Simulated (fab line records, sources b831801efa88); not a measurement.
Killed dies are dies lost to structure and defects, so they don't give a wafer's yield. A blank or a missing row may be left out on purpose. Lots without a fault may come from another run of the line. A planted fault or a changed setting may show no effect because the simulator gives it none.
Which tool did it? | flow sky130 | 6 lots, 18 wafers sampled, at 2 steps of a route of 708

WHAT THE GAUGES READ, wafer by wafer
SKY_LDD_HVP_OVL_MEAS_07.
lot  | measured     | on         | LDD_HVP_OVL (nm)
L236 | day 23 00:49 | overlay-02 | -0.9 1.7 0.7
L237 | day 23 05:52 | overlay-02 | - - -
L240 | day 24 06:07 | overlay-01 | -0.4 -0.8 0.1
L247 | day 26 13:04 | overlay-01 | 1.1 1.7 0.9
L250 | day 27 17:41 | overlay-02 | -3.7 -3.2 -1.4
L254 | day 29 21:43 | overlay-01 | -1.7 -2.2 -0.9

WHICH TOOL RAN EACH LOT (tool, then ch and the chambers of the sampled wafers, then the start)
lot  | SKY_LDD_HVP_EXPOSE_04
L236 | iline_stepper-01 ch 0, day 22 09:43
L237 | iline_stepper-02 ch 0, day 22 15:25
L240 | iline_stepper-02 ch 0, day 23 15:25
L247 | iline_stepper-01 ch 0, day 25 22:14
L250 | iline_stepper-02 ch 0, day 27 03:56
L254 | iline_stepper-02 ch 0, day 29 07:41
- SKY_LDD_HVP_EXPOSE_04: exposes mask HVPTM, target cd 700 nm.

THE ANSWER, worked out from the rows above alone
Rule: what is usual is taken from the lots themselves. Put in order of their means at a reading, lots are off if they are a third of the lots or fewer, leave a main group of 4 or more, and stand apart from it by a gap of 3 or more times the standard deviation of the main group's means; of several such gaps the widest counts. A main group whose means are all the same, to the digits that the tables above print for the reading, isn't used. A lot without any number at a reading at which 4 lots or more have one is off too. The other lots that the step has rows for count as sound.
Off: L237, at SKY_LDD_HVP_OVL_MEAS_07 (LDD_HVP_OVL). Without a number there: L237. The main group: mean -0.6 nm, standard deviation 1.4.
A tool fits if, at a process step before that reading, it ran every lot that is off, and no sound lot after the first of them. The gauges at SKY_LDD_HVP_OVL_MEAS_07 are tried like those tools. None of those tried fits.

WHAT THE SIMULATOR HAD PUT IN
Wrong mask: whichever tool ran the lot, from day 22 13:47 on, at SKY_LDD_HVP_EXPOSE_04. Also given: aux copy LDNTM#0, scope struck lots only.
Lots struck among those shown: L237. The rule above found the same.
